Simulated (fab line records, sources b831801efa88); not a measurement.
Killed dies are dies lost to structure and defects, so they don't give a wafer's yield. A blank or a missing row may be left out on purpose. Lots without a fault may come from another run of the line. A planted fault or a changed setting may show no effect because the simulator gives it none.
Which tool did it? | flow sky130 | 13 lots, 39 wafers sampled, at 4 steps of a route of 708

WHAT THE GAUGES READ, wafer by wafer
SKY_LDD_LDN_TW_MEAS_13. Usual: LDD_LDN_TW 1482, standard deviation 7.6.
lot  | measured     | on            | LDD_LDN_TW     | flag
L700 | day 22 17:01 | film_metro-02 | 1464 1480 1482 |
L702 | day 23 16:43 | film_metro-03 | 1474 1474 1469 |
L705 | day 24 20:34 | film_metro-03 | 1476 1490 1486 |
L703 | day 24 21:25 | film_metro-02 | 1484 1468 1470 |
L704 | day 25 00:32 | film_metro-03 | 1481 1492 1479 |
L706 | day 25 09:28 | film_metro-02 | 1481 1484 1481 |
L711 | day 27 02:23 | film_metro-03 | 1585 1586 1587 | OFF
L715 | day 28 08:59 | film_metro-03 | 1571 1575 1576 | OFF
L719 | day 29 05:46 | film_metro-03 | 1489 1490 1485 |
L720 | day 30 02:34 | film_metro-02 | 1494 1485 1487 |
L721 | day 30 12:07 | film_metro-03 | 1476 1476 1484 |
L722 | day 30 18:10 | film_metro-02 | 1494 1495 1499 |
L723 | day 31 04:43 | film_metro-03 | 1484 1482 1483 |

SKY_CONTACT_THK_MEAS_26: measures by xrf. Usual: CONTACT_W_THK 338 nm, standard deviation 4.5.
lot  | measured     | on            | CONTACT_W_THK (nm) | flag
L700 | day 31 11:28 | film_metro-02 | 337 333 339        |
L702 | day 32 10:20 | film_metro-03 | 341 338 340        |
L705 | day 33 09:42 | film_metro-01 | 343 337 338        |
L703 | day 33 12:08 | film_metro-02 | 335 337 339        |
L704 | day 33 12:33 | film_metro-03 | 340 343 337        |
L706 | day 33 22:34 | film_metro-03 | 333 336 334        |
L711 | day 35 10:25 | film_metro-01 | 337 342 343        |
L715 | day 36 13:36 | film_metro-03 | 339 335 337        |
L719 | day 37 10:46 | film_metro-03 | 328 339 332        |
L720 | day 38 04:49 | film_metro-01 | 345 345 348        |
L721 | day 38 15:01 | film_metro-01 | 339 337 341        |
L722 | day 38 19:43 | film_metro-01 | 337 340 343        |
L723 | day 39 05:21 | film_metro-03 | 333 333 327        |

SKY_CAPM_THK_MEAS_01. Usual: CAPM_CVD_00_THK 15.49 nm, standard deviation 0.25.
lot  | measured     | on            | CAPM_CVD_00_THK (nm) | flag
L700 | day 36 05:59 | film_metro-04 | 15.17 15.36 15.64    |
L702 | day 37 03:10 | film_metro-02 | 15.26 15.62 15.61    |
L705 | day 38 03:05 | film_metro-02 | 15.20 15.26 15.60    |
L703 | day 38 03:34 | film_metro-02 | 15.56 15.04 15.53    |
L704 | day 38 05:01 | film_metro-03 | 15.31 15.46 15.39    |
L706 | day 38 14:46 | film_metro-04 | 15.59 15.50 16.09    |
L711 | day 39 23:18 | film_metro-02 | 15.26 15.64 15.54    |
L715 | day 41 01:44 | film_metro-02 | 15.33 15.71 16.19    |
L719 | day 41 21:19 | film_metro-04 | 15.29 15.18 15.67    |
L720 | day 42 14:00 | film_metro-04 | 15.26 15.41 16.10    |
L721 | day 42 22:52 | film_metro-02 | 15.38 15.41 15.54    |
L722 | day 43 03:23 | film_metro-04 | 15.87 15.45 15.84    |
L723 | day 43 12:53 | film_metro-02 | 15.39 15.14 15.89    |

WHICH TOOL RAN EACH LOT (tool, then ch and the chambers of the sampled wafers, then the start)
lot  | SKY_LDD_LDN_IMPLANT_09
L700 | implanter-02 ch 0, day 22 16:28
L702 | implanter-03 ch 0, day 23 16:10
L705 | implanter-02 ch 0, day 24 20:01
L703 | implanter-04 ch 0, day 24 20:52
L704 | implanter-02 ch 0, day 25 00:01
L706 | implanter-02 ch 0, day 25 08:55
L711 | implanter-03 ch 0, day 27 01:32
L715 | implanter-04 ch 0, day 28 08:07
L719 | implanter-03 ch 0, day 29 05:14
L720 | implanter-03 ch 0, day 30 02:02
L721 | implanter-02 ch 0, day 30 11:35
L722 | implanter-04 ch 0, day 30 17:37
L723 | implanter-04 ch 0, day 31 04:11
- SKY_LDD_LDN_IMPLANT_09

WHAT THE TOOLS THEMSELVES READ (means of the sampled wafers that have a number; where no wafer has one, the mark that the record gives instead)
The record holds no such reading with a usual standard deviation.

THE ANSWER, worked out from the rows above alone
Rule: a lot is off if the mean of its wafers that have a number lies more than 3 standard deviations from the usual mean. A lot without any number at a reading at which 4 lots or more have one is off too. The other lots that the step has rows for count as sound. The gauges are gone through in route order, then the tools' own readings, and for those a lot's mean is taken as printed above. The first step at which some lot is off is used, and at that step the reading that is off furthest; a lot without a number counts as furthest.
Off: L711, L715, at SKY_LDD_LDN_TW_MEAS_13 (LDD_LDN_TW).
A tool fits if, at a process step before that reading, it ran every lot that is off, and no sound lot after the first of them. The gauges at SKY_LDD_LDN_TW_MEAS_13 are tried like those tools. None of those tried fits.

WHAT THE SIMULATOR HAD PUT IN
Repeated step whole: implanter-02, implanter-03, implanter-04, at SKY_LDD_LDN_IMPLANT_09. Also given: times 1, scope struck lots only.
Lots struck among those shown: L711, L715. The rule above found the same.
